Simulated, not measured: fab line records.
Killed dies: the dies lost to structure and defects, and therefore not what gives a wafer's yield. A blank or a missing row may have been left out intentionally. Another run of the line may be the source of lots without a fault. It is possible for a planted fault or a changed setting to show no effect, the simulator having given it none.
Code-filled problem report in 8D (eight disciplines) form | flow sky130 | the parts of the form that need people (team, actions taken, sign-off) are left out

1. WHAT WENT WRONG
At SKY_CONTACT_SPUTTER_23, chamber pressure pa averages 5.176 Pa over 6 wafers from 2 lots, while fault-free wafers read 5.000 Pa, standard deviation 0.011. Relative to the usual mean, that is a shift of +16 standard deviations.
The step: material TiN, target thk 20 nm, time 80 s.
First seen on wafer L491.4, day 36 00:02, on pvd sputter-04. The record has a number at this step for 42 wafers belonging to 14 lots. Rule for "out" (also "out of limits"): further than 4 standard deviations from the usual mean. The other wafers with a number count as sound.

2. WHAT THIS IS AND IS NOT
question                    | is                     | is not
which readings at this step | chamber pressure pa    | -
which lots                  | L490, L491             | L477, L478, L479, L480, L481, L482, L483, L495, L497, L498, L499, L500
which wafers of those lots  | all that have a number | -
read on which tools         | pvd sputter-04         | pvd sputter-01, pvd sputter-03
when                        | from day 36 00:02      | up to then (21 sound wafers); but 15 sound wafers of L495, L497, L498, L499, L500 came after

3. THE SUSPECTS, EACH WITH WHAT RULES IT OUT
Counting: a tool at any process step up to the reading remains a suspect when it ran all the lots that are out and ran no sound lot after the first of those.
- pecvd-01 at SKY_CONTACT_CVD_00 (deposits Si3N4, target thk 75 nm): ruled out as a lasting fault. Sound lots L499 ran on it after its first lot that is out, L491 (day 34 20:44).
- pvd sputter-04 at SKY_CONTACT_SPUTTER_23 (material TiN, target thk 20 nm, time 80 s): kept. All lots that are out passed through it, beginning with L491 at day 36 00:02, and no sound lot followed; its final sound lot before that point was L481 at day 32 20:38. Its own readings are out on those wafers: chamber pressure pa.
The count leaves pvd sputter-04 at SKY_CONTACT_SPUTTER_23.

4. THE CAUSE (what the simulator had put in)
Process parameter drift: pvd sputter-04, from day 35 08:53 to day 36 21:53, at SKY_CONTACT_SPUTTER_23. Setting chamber pressure pa shifted by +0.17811 from 5. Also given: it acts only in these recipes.
This tool alone remained once counting was done.

5. THE CHAIN OF EFFECTS, in route order
Each row: a reading where the mean over the struck wafers with a number is more than 3 standard deviations away from the usual. Readings are gone through only where the record gives a usual standard deviation; hours: the median, over the lots, of the time from a lot's start at the first step in this table giving one to that lot's start at this step; sigmas: the change measured in usual standard deviations.
hours | step                   | reading             | usual    | on struck wafers | change | sigmas
0     | SKY_CONTACT_SPUTTER_23 | chamber pressure pa | 5.000 Pa | 5.176            | +0.176 | +16
Its process steps:
- SKY_CONTACT_SPUTTER_23: material TiN, target thk 20 nm, time 80 s.
Later measuring or inspecting steps at which every struck wafer that the step has a row for has a number for every such reading, and none has moved that far: SKY_METAL1_RS_MEAS_05, SKY_VIA1_OVL_MEAS_13.

6. HOW IT WOULD HAVE BEEN CAUGHT EARLIER
First out-of-limits reading in this record: day 36 00:02, which is 15 hours after fault onset at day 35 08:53.
